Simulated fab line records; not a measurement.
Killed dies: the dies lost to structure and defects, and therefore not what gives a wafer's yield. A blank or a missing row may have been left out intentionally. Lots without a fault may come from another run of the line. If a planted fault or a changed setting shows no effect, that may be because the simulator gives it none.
Comparing a struck lot with a sound one + flow gf180mcu + 16 out of 602 route steps
Sound: wafers L741.1, L741.2, L741.4. The struck wafers were L756.1, L756.5, L756.6. The cause comes at the end.
At each step with rows: each side's tool, then ch and its chambers, then its first start. Under that, the readings that differ: sound wafers + struck wafers + difference of the means + sigmas: that difference in standard deviations of wafers without a fault.
alike: readings with means less than 2 such deviations apart, plus words and numbers identical on both sides. not compared: withheld readings, readings lacking a value on some wafer, bounds such as >300 that could conceal the same value, and numbers that have no deviation in the record and whose values overlap.
Wherever a step has rows on one side only, a row that says differs or no value, or a row with sigmas, the two part there. Numbers that have no deviation but don't overlap get no sigmas and don't part them. A reading missing from all wafers of one side parts the sides only when that side holds two or more wafers.

first, 4 steps without rows for these wafers: GF_M1_SOFTBAKE_10 (time 60 s); GF_M1_EXPOSE_11 (exposes mask Metal1, target cd 230 nm); GF_M1_PEB_12 (peb time 90 s); GF_M1_DEVELOP_13 (develop time 60 s).
GF_M1_CD_MEAS_14: target cd 230 nm.
  sound: cd sem-01 at day 19 02:01; struck: cd sem-02 at day 23 23:00
  alike: cd nm
GF_M1_OVL_MEAS_15:
  sound: overlay-01 at day 19 02:08; struck: overlay-01 at day 23 23:07
  alike: M1_OVL
GF_M1_METAL_ETCH_16: etches the open film in Cl2/BCl3, stops on SiO2, target depth 750.8 nm, time 125.1 s.
  sound on rie metal-03 ch 0,1, day 19 02:10; struck on rie metal-03 ch 0,1, day 23 23:10
  alike: drypump motor current A, oes product au, throttle valve pct
  not compared: rf hours counter h
GF_M1_STRIP_17: strips in O2/N2.
  sound on plasma asher-03 ch 0,1, day 19 02:17; struck on plasma asher-03 ch 0,1, day 23 23:17
  alike: drypump motor current A, heater power w, n2 flow sccm, oes product au, strip time to endpoint s
  not compared: rf hours counter h
then, 3 steps without rows for these wafers: GF_M1_STRIP_18 (strips in post etch residue remover, time 1200 s); GF_M1_CLEAN_19 (cleans in DIW); GF_V1_CVD_00 (deposits SiO2, target thk 600 nm, time 100 s).
GF_V1_THK_MEAS_01:
  sound: film metro-04 at day 19 02:54; struck: film metro-02 at day 23 23:55
  alike: V1_CVD_00_THK
GF_V1_CVD_02: deposits SiO2 from TEOS, target thk 850 nm, time 94.851 s.
  sound on pecvd-01 ch 0,1,2, day 19 02:58; struck on pecvd-03 ch 0,1,2, day 23 23:59
| reading                             | sound             | struck            | difference | sigmas |
|-------------------------------------|-------------------|-------------------|------------|--------|
| run length s (s)                    | 122.5 123.6 122.8 | 158.1 158.9 158.8 | +35.6      | +65    |
| model.SiO2_of_V1_CVD_02.thk nm (nm) | 855.9 849 863.1   | 1156 1188 1178    | +318       |        |
  alike: heater power w
GF_V1_THK_MEAS_03:
  sound: film metro-01 at day 19 03:02; struck: film metro-04 at day 24 00:03
| reading            | sound       | struck         | difference | sigmas |
|--------------------|-------------|----------------|------------|--------|
| V1_CVD_02_THK (nm) | 856 849 863 | 1157 1188 1178 | +318       | +32    |
GF_V1_CMP_04: polishes SiO2.
  sound on cmp-02 ch 0,1,3, day 19 03:05; struck on cmp-01 ch 0,1,3, day 24 00:13
| reading                | sound    | struck      | difference | sigmas |
|------------------------|----------|-------------|------------|--------|
| time to endpoint s (s) | 90 87 88 | 191 203 201 | +110       | +22    |
  alike: motor current A, slurry flow ml min
GF_V1_BOW_MEAS_05:
  sound: film metro-04 at day 19 03:23; struck: film metro-02 at day 24 00:25
  alike: V1_BOW

WHERE THEY PART
First at GF_V1_CVD_02; last, within this record, at GF_V1_CMP_04. Later steps at which nothing parts them and some readings are alike: GF_V1_BOW_MEAS_05.

WHY: the cause the simulator had injected
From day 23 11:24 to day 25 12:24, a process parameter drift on pecvd-03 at GF_V1_CVD_02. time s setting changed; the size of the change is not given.
